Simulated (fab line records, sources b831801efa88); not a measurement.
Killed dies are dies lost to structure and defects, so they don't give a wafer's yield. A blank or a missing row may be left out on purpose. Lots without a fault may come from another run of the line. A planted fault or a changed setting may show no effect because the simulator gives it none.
Which tool did it? | flow sky130 | 6 lots, 18 wafers sampled, at 1 step of a route of 708

WHAT THE GAUGES READ, wafer by wafer
SKY_VIA1_THK_MEAS_01.
lot  | measured     | on            | VIA1_HDPCVD_THK (nm)
L693 | day 32 14:46 | film_metro-02 | 1023 1016 1031
L695 | day 33 10:55 | film_metro-04 | 1033 1039 1023
L700 | day 35 08:06 | film_metro-01 | 1032 1034 1024
L704 | day 36 14:34 | film_metro-04 | 1035 1030 1022
L713 | day 39 17:53 | film_metro-02 | 1030 1018 1019
L714 | day 39 22:52 | film_metro-01 | 1044 1028 1051

WHICH TOOL RAN EACH LOT (tool, then ch and the chambers of the sampled wafers, then the start)
The record holds no process step before these readings.

THE ANSWER, worked out from the rows above alone
Rule: what is usual is taken from the lots themselves. Put in order of their means at a reading, lots are off if they are a third of the lots or fewer, leave a main group of 4 or more, and stand apart from it by a gap of 3 or more times the standard deviation of the main group's means; of several such gaps the widest counts. A main group whose means are all the same, to the digits that the tables above print for the reading, isn't used. A lot without any number at a reading at which 4 lots or more have one is off too. The other lots that the step has rows for count as sound.
No lot is off at any reading shown: from this, nothing can be told.

WHAT THE SIMULATOR HAD PUT IN
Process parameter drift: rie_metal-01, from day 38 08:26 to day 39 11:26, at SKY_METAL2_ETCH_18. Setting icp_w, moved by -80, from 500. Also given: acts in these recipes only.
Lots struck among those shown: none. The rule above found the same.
